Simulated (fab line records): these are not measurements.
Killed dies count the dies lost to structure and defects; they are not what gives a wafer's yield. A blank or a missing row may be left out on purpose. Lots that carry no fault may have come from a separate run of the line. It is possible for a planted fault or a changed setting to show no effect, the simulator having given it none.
Problem report in the 8D (eight disciplines) form, filled by code | flow gf180mcu | the parts of the form that need people (team, actions taken, sign-off) are left out

1. WHAT WENT WRONG
Mean LVPWELL_RS at GF_VT_IMPLANT_RS_MEAS_48: 1258 ohm/sq over 6 wafers in 2 lots; fault-free wafers: 1197 ohm/sq, standard deviation 3.2. Measured from the usual mean, that is +19 standard deviations.
The step: measures by four-point-probe.
Earliest sighting: wafer L935.2 on film metro-03 at day 13 10:20. Wafers with a number at this step in the record: 36, from 12 lots. Rule for "out", or "out of limits": more than 4 standard deviations from the usual mean. Any other wafer with a number is counted as sound.

2. WHAT THIS IS AND IS NOT
question                    | is                           | is not
which readings at this step | LVPWELL_RS                   | -
which lots                  | L935, L937                   | L915, L916, L917, L918, L919, L921, L922, L924, L927, L929
which wafers of those lots  | all that have a number       | -
read on which gauges        | film metro-01, film metro-03 | -
when                        | from day 13 10:20            | up to then (30 sound wafers)

3. WHAT RULES OUT EACH SUSPECT
Counting: a tool stays on the suspect list if, at a process step up to the reading, it processed all lots that are out and no sound lot following the first of them.
- the gauge at GF_VT_IMPLANT_RS_MEAS_48 is ruled out. Those wafers that are out were read across 2 gauges (film metro-01, film metro-03).
- implanter-04 at GF_LVPWELL_IMPLANT_08: kept. It processed each lot that is out, first L935 at day 8 18:35, and no sound lot thereafter; up to then, the last sound lot it processed was L929 at day 7 04:37. Its own readings are out on those wafers: dose ions cm2.
The count leaves implanter-04 at GF_LVPWELL_IMPLANT_08.

4. THE CAUSE (what the simulator had put in)
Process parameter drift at GF_LVPWELL_IMPLANT_08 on implanter-04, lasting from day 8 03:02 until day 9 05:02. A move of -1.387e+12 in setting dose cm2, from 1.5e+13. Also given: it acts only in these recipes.
Counting left only this tool.

5. SEQUENCE OF EFFECTS, ordered by route
One row per reading whose mean, taken over the struck wafers that have a number, lies over 3 standard deviations from the usual. Only readings whose record carries a usual standard deviation are examined. hours: median over the lots of the time between each lot's start at the first step of this table that gives one and its start at this step. sigmas: the change, counted in usual standard deviations.
hours | step                     | reading            | usual       | on struck wafers | change      | sigmas
0     | GF_LVPWELL_IMPLANT_08    | dose ions cm2      | 1.4998e+13  | 1.3604e+13       | -1.3940e+12 | -77
0     | GF_LVPWELL_IMPLANT_08    | faraday current uA | 84.7        | 77.3             | -7.4        | -4.6
0     | GF_LVPWELL_TW_MEAS_11    | LVPWELL_TW         | 560         | 542              | -18         | -3.6
113   | GF_VT_IMPLANT_RS_MEAS_48 | LVPWELL_RS         | 1197 ohm/sq | 1258             | +60         | +19
Process steps it contains:
- GF_LVPWELL_IMPLANT_08
Later measuring or inspecting steps at which every struck wafer that the step has a row for has a number for every such reading, and none has moved that far: GF_SAB_THK_MEAS_01.

6. WHAT WOULD HAVE CAUGHT IT SOONER
In this record the first reading out of limits at a measuring or inspecting step was taken at day 13 10:20, 127 hours after the fault began at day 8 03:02.
At GF_LVPWELL_IMPLANT_08, the tool's own readings (dose ions cm2) were out on each struck wafer the step has a row for, so an alarm limit on them would have fired on the first such wafer.
All the lots that are out (2) had begun GF_LVPWELL_IMPLANT_08 on implanter-04 by day 13 10:20. A hold on the tool at that time would have spared none of them.
